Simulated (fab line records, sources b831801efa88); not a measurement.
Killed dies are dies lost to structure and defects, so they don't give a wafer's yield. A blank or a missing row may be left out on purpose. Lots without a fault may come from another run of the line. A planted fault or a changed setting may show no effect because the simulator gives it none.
Chamber matching | flow sfq_line | SFQ_TRILAYER_I6_VIA_BARC_OPEN_VIA_ETCH_235 on rie_diel-04: 4 sister chambers
The step etches BARC in O2, target depth 125 nm, time 41.7 s. 16 wafers are shown with their chamber, then 8 later ones without.

WAFERS WITH THEIR CHAMBER
wafer  | chamber | drypump_motor_current_A (A) | rf_fwd_power_W (W) | bias_w (W)
L881.2 | 0       | 5.0                         | 496.9              | 79.93
L881.3 | 1       | 5.6                         | 494.6              | 79.93
L881.6 | 0       | 5.0                         | 493.2              | 79.83
L882.1 | 3       | 6.3                         | 493.2              | 80.43
L882.4 | 2       | 4.9                         | 495.1              | 80.03
L882.6 | 1       | 5.6                         | 493.9              | 80.02
L884.2 | 1       | 5.6                         | 498.9              | 79.57
L884.4 | 2       | 4.9                         | 495.7              | 79.66
L884.5 | 0       | 5.0                         | 494.9              | 79.92
L887.2 | 3       | 6.3                         | 490.3              | 79.76
L887.4 | 1       | 5.6                         | 493.1              | 79.95
L887.6 | 2       | 4.9                         | 495.8              | 79.50
L891.1 | 0       | 4.9                         | 497.2              | 79.57
L891.2 | 3       | 6.3                         | 493.1              | 80.29
L891.4 | 1       | 5.6                         | 494.6              | 79.87
L892.4 | 1       | 5.6                         | 496.0              | 80.20

SIGNATURES (means of the wafers above)
reading                 | chamber 0 | chamber 1 | chamber 2 | chamber 3 | scatter within a chamber
drypump_motor_current_A | 4.975     | 5.600     | 4.900     | 6.300     | 0.025
rf_fwd_power_W          | 495.550   | 495.183   | 495.533   | 492.200   | 1.76
bias_w                  | 79.8125   | 79.9233   | 79.7300   | 80.1600   | 0.241
Rule: a wafer's distance from a chamber is the root of the sum, over the readings, of the square of ((its reading less the chamber's mean) divided by the reading's scatter). The wafer belongs to the nearest chamber; if the next one is less than 2 further off, it can't be placed. The scatter: the root of (the sum of the squares of (reading less its chamber's mean) over the shown wafers, divided by (wafers less chambers)).

WAFERS WITHOUT THEIR CHAMBER
wafer  | drypump_motor_current_A (A) | rf_fwd_power_W (W) | bias_w (W)
L892.5 | 5.6                         | 497.1              | 80.06
L892.6 | 5.0                         | 496.5              | 80.18
L900.1 | 6.3                         | 490.7              | 80.36
L900.2 | 4.9                         | 495.6              | 79.85
L900.6 | 4.9                         | 498.2              | 80.00
L902.2 | 4.9                         | 494.7              | 79.97
L902.4 | 5.6                         | 495.3              | 79.70
L902.6 | 4.9                         | 495.2              | 80.01

WHICH CHAMBER EACH WENT THROUGH
wafer  | from the rows above     | in truth
L892.5 | 1                       | 1
L892.6 | 0                       | 0
L900.1 | 3                       | 3
L900.2 | 2                       | 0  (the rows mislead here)
L900.6 | can't be placed: 2 or 0 | 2
L902.2 | 2                       | 2
L902.4 | 1                       | 1
L902.6 | can't be placed: 2 or 0 | 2
Placed correctly: 5 of 8. Can't be placed from these rows: 2 (the true chamber is among the candidates in 2). Placed wrongly: 1.
